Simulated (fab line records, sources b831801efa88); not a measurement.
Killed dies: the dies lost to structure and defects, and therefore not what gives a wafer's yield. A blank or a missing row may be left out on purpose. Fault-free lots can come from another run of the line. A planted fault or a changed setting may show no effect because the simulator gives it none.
A lot that was struck, set against a sound lot / flow sky130 / 14 out of 708 route steps
Sound: the wafers L520.2, L520.3, L520.6. Struck: wafers L530.1, L530.2, L530.5. The cause comes at the end.
Per side, at each step with rows, come the tool, then ch with its chambers, and then its first start. Under that, the readings that differ: sound wafers / struck wafers / difference of the means / sigmas: that difference in standard deviations of wafers without a fault.
alike: readings with means less than 2 such deviations apart, plus words and numbers identical on both sides. not compared: withheld readings, readings lacking a value on some wafer, bounds such as >300 that could conceal the same value, and numbers that have no deviation in the record and whose values overlap.
A row with sigmas, a row that says differs or no value, or rows on one side alone: a step with any of these is where the two part. Numbers that don't overlap but have no deviation are shown without sigmas and don't part them. A reading missing from all wafers of one side parts the sides only when that side holds two or more wafers.

SKY_METAL1_SPUTTER_00: material Ti, target thk 15 nm, time 10 s.
  struck on pvd_sputter-01, day 35 23:55; sound on pvd_sputter-04, day 32 21:23
  alike: throttle_valve_pct
SKY_METAL1_SPUTTER_01: material TiN, target thk 20 nm, time 16.7 s.
  struck on pvd_sputter-01, day 35 23:56; sound on pvd_sputter-04, day 32 21:25
  alike: throttle_valve_pct
SKY_METAL1_SPUTTER_02: material AlCu, target thk 250 nm, time 13.3 s.
  struck on pvd_sputter-01, day 35 23:57; sound on pvd_sputter-04, day 32 21:26
  alike: throttle_valve_pct
SKY_METAL1_SPUTTER_03: material Ti, target thk 5 nm, time 3.3 s.
  struck on pvd_sputter-01, day 35 23:59; sound on pvd_sputter-04, day 32 21:28
  alike: throttle_valve_pct
SKY_METAL1_SPUTTER_04: material TiN, target thk 70 nm, time 58.3 s.
  struck on pvd_sputter-01, day 36 00:00; sound on pvd_sputter-04, day 32 21:29
  alike: throttle_valve_pct
SKY_METAL1_RS_MEAS_05: uses a four-point probe to measure.
  struck on film_metro-01, day 36 00:03; sound on film_metro-03, day 32 21:33
  alike: METAL1_ALCU_RS
SKY_METAL1_THK_MEAS_06: measures by xrf.
  struck on film_metro-01, day 36 00:10; sound on film_metro-03, day 32 21:40
  alike: METAL1_ALCU_THK
then, 5 steps without rows for these wafers: SKY_METAL1_DEHYDRATE_07 (time 60 s); SKY_METAL1_HMDS_08 (prime time 60 s); SKY_METAL1_COAT_09 (resist thk 60 nm); SKY_METAL1_COAT_10 (resist thk 450 nm); SKY_METAL1_SOFTBAKE_11 (time 90 s).
SKY_METAL1_EXPOSE_12: exposes mask MM1, target cd 140 nm.
  sound on krf_scanner-01 ch 0, day 33 11:40; struck on krf_scanner-02, day 36 12:56
  no value came back on the struck wafers for exposure_dose_mJ_cm2, focus_offset_nm (nm), na, reticle_temp_C (C); on the sound wafers exposure_dose_mJ_cm2 reads 28.17 28.17 28.20
  alike: mask
following that, these wafers have no rows for 1 step: SKY_METAL1_PEB_13.

== WHERE THEY PART ==
Only at SKY_METAL1_EXPOSE_12, within this record.

WHY: what had been put in by the simulator
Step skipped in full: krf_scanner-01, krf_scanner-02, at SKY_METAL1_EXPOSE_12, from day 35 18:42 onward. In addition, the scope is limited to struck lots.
